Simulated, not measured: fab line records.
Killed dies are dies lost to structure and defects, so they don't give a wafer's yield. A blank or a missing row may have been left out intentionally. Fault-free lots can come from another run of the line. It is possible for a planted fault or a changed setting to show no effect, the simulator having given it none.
A lot that was struck, set against a sound lot | flow sky130 | 18 out of 708 route steps
Sound: wafers L331.1, L331.5, L331.6. Struck: wafer L340.4. (L340.5, L340.6 of the same lot were not struck and are left out.) The cause comes at the end.
Each step with rows lists, per side, the tool, then ch with its chambers, then its first start. Under that, the readings that differ: sound wafers | struck wafers | difference of the means | sigmas: that difference in standard deviations of wafers without a fault.
alike: words and numbers the same on both sides, and readings whose means are apart by under 2 such deviations; not compared: readings that were withheld, readings missing a value for some wafer, numbers with overlapping values and no deviation given by the record, and bounds like >300 which may hide the same value.
A row with sigmas, a row that says differs or no value, or rows on one side alone: a step with any of these is where the two part. Numbers that don't overlap but have no deviation are shown without sigmas and don't part them. A reading that every wafer of one side lacks parts them only if that side has two wafers or more.

first, 5 steps without rows for these wafers: SKY_VT_ADJUST_LVTN_COAT_13 (resist thk 1140 nm); SKY_VT_ADJUST_LVTN_SOFTBAKE_14 (time 60 s); SKY_VT_ADJUST_LVTN_EXPOSE_15 (exposes mask HVN STD DERIVED, target cd 600 nm); SKY_VT_ADJUST_LVTN_PEB_16; SKY_VT_ADJUST_LVTN_DEVELOP_17 (develop time 60 s).
SKY_VT_ADJUST_LVTN_OVL_MEAS_18:
  struck on overlay-02, day 12 06:50; sound on overlay-02, day 9 17:59
  alike: VT_ADJUST_LVTN_01_OVL
following that, these wafers have no rows for 1 step: SKY_VT_ADJUST_LVTN_IMPLANT_19.
SKY_VT_ADJUST_LVTN_STRIP_20: strips in O2/N2.
  sound on plasmaAsher-01 ch 0,1, day 9 18:10; struck on plasmaAsher-02 ch 0, day 12 07:02
reading                  | sound          | struck | difference | sigmas
drypumpMotorCurrentA (A) | 5.46 5.44 5.47 | 5.81   | +0.35      | +2
  alike: oesProductAu, stripTimeToEndpointS
  not compared: rfHoursCounterH
SKY_VT_ADJUST_LVTN_TW_MEAS_21:
  struck on filmMetro-03, day 12 07:08; sound on filmMetro-01, day 9 18:16
reading             | sound             | struck | difference | sigmas
VT_ADJUST_LVTN_2_TW | 189.4 190.1 188.9 | 185.3  | -4.2       | -2
then, 3 steps without rows for these wafers: SKY_VT_ADJUST_NCORE_DEHYDRATE_00 (time 60 s); SKY_VT_ADJUST_NCORE_HMDS_01 (prime time 60 s); SKY_VT_ADJUST_NCORE_COAT_02 (resist thk 1140 nm).
SKY_VT_ADJUST_NCORE_SOFTBAKE_03: time 60 s.
  sound on lithoTrack-01 ch 0, day 10 04:58; struck on lithoTrack-03 ch 0, day 12 19:33
reading               | sound             | struck | difference | sigmas
heaterPowerTotalW (W) | 56.62 56.61 56.66 | 62.32  | +5.69      | +99 or more
runLengthS (s)        | 88.99 89.09 89.08 | 74.53  | -14.52     | -99 or more
then, 2 steps without rows for these wafers: SKY_VT_ADJUST_NCORE_EXPOSE_04 (exposes mask LVTN COMPLEMENT THIN, target cd 380 nm); SKY_VT_ADJUST_NCORE_PEB_05.
SKY_VT_ADJUST_NCORE_DEVELOP_06: develop time 60 s.
  sound on lithoTrack-03 ch 0, day 10 16:08; struck on lithoTrack-03 ch 0, day 13 07:54
reading                                             | sound          | struck | difference | sigmas
model.NOVOLAK_of_VT_ADJUST_NCORE_COAT_02.thkNm (nm) | 1150 1143 1149 | 1142   | -5         | 
SKY_VT_ADJUST_NCORE_CD_MEAS_07: the cd target is 380 nm.
  struck on cdSem-01, day 13 08:02; sound on cdSem-02, day 10 16:17
reading   | sound             | struck | difference | sigmas
cdNm (nm) | 384.4 384.3 385.4 | 378.8  | -5.9       | -2
following that, these wafers have no rows for 1 step: SKY_PAD_OPEN_PROBE_99.

WHERE THEY PART
First at SKY_VT_ADJUST_LVTN_STRIP_20; last, within this record, at SKY_VT_ADJUST_NCORE_CD_MEAS_07.

WHY: what the simulator had put in
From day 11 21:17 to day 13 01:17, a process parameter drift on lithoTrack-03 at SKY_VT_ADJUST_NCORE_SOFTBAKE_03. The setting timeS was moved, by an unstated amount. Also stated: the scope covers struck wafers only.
